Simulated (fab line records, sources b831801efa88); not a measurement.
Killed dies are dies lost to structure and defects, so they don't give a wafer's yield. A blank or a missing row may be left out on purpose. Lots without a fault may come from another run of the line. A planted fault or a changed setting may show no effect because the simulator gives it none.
Chamber matching | flow gf180mcu | GF_V5_CMP_04 on cmp-01: 4 sister chambers
The step polishes SiO2. 18 wafers are shown with their chamber, then 9 later ones without.

WAFERS WITH THEIR CHAMBER
wafer  | chamber | motor_current_A (A)
L320.2 | 0       | 11.9
L320.5 | 0       | 12.0
L320.6 | 3       | 13.2
L321.2 | 2       | 9.5
L321.3 | 1       | 11.1
L321.5 | 1       | 11.1
L324.1 | 0       | 11.7
L324.2 | 1       | 11.5
L324.4 | 2       | 9.6
L328.1 | 0       | 11.9
L328.3 | 3       | 12.0
L328.4 | 2       | 10.5
L329.1 | 1       | 10.6
L329.2 | 0       | 12.0
L329.3 | 2       | 10.3
L334.1 | 2       | 9.6
L334.2 | 0       | 12.3
L334.5 | 2       | 10.4

SIGNATURES (means of the wafers above)
reading         | chamber 0 | chamber 1 | chamber 2 | chamber 3 | scatter within a chamber
motor_current_A | 11.967    | 11.075    | 9.983     | 12.600    | 0.413
Rule: a wafer's distance from a chamber is the root of the sum, over the readings, of the square of ((its reading less the chamber's mean) divided by the reading's scatter). The wafer belongs to the nearest chamber; if the next one is less than 2 further off, it can't be placed. The scatter: the root of (the sum of the squares of (reading less its chamber's mean) over the shown wafers, divided by (wafers less chambers)).

WAFERS WITHOUT THEIR CHAMBER
wafer  | motor_current_A (A)
L336.1 | 10.8
L336.2 | 10.5
L336.6 | 12.0
L337.1 | 11.9
L337.4 | 13.3
L337.5 | 12.5
L340.1 | 10.9
L340.2 | 13.3
L340.4 | 10.6

WHICH CHAMBER EACH WENT THROUGH
wafer  | from the rows above          | in truth
L336.1 | can't be placed: 1 or 2      | 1
L336.2 | can't be placed: 2 or 1      | 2
L336.6 | can't be placed: 0 or 3      | 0
L337.1 | can't be placed: 0 or 3 or 1 | 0
L337.4 | can't be placed: 3 or 0      | 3
L337.5 | can't be placed: 3 or 0      | 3
L340.1 | can't be placed: 1 or 2      | 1
L340.2 | can't be placed: 3 or 0      | 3
L340.4 | can't be placed: 1 or 2      | 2
Placed correctly: 0 of 9. Can't be placed from these rows: 9 (the true chamber is among the candidates in 9). Placed wrongly: 0.
